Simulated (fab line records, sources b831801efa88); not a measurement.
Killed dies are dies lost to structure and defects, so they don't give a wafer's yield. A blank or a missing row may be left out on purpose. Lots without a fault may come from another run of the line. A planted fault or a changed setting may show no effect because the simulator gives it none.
Which tool did it? | flow sky130 | 6 lots, 18 wafers sampled, at 2 steps of a route of 708

WHAT THE GAUGES READ, wafer by wafer
SKY_VIA2_THK_MEAS_01.
lot  | measured     | on            | VIA2_HDPCVD_THK (nm)
L554 | day 37 08:38 | film_metro-02 | 1188 1182 1162
L555 | day 37 19:35 | film_metro-03 | 1175 1158 1195
L560 | day 38 21:07 | film_metro-03 | 1172 1185 1171
L566 | day 40 20:25 | film_metro-02 | 1170 1207 1173
L568 | day 41 07:23 | film_metro-04 | 1204 1178 1189
L570 | day 42 04:55 | film_metro-03 | 1202 1174 1184

WHICH TOOL RAN EACH LOT (tool, then ch and the chambers of the sampled wafers, then the start)
lot  | SKY_METAL2_SPUTTER_04
L554 | pvd_sputter-04, day 36 05:37
L555 | pvd_sputter-04, day 36 16:10
L560 | pvd_sputter-02, day 37 18:19
L566 | pvd_sputter-02, day 39 17:42
L568 | pvd_sputter-04, day 40 04:41
L570 | pvd_sputter-02, day 41 03:24
- SKY_METAL2_SPUTTER_04: material TiN, target thk 70 nm, time 58.3 s.

THE ANSWER, worked out from the rows above alone
Rule: what is usual is taken from the lots themselves. Put in order of their means at a reading, lots are off if they are a third of the lots or fewer, leave a main group of 4 or more, and stand apart from it by a gap of 3 or more times the standard deviation of the main group's means; of several such gaps the widest counts. A main group whose means are all the same, to the digits that the tables above print for the reading, isn't used. A lot without any number at a reading at which 4 lots or more have one is off too. The other lots that the step has rows for count as sound.
No lot is off at any reading shown: from this, nothing can be told.

WHAT THE SIMULATOR HAD PUT IN
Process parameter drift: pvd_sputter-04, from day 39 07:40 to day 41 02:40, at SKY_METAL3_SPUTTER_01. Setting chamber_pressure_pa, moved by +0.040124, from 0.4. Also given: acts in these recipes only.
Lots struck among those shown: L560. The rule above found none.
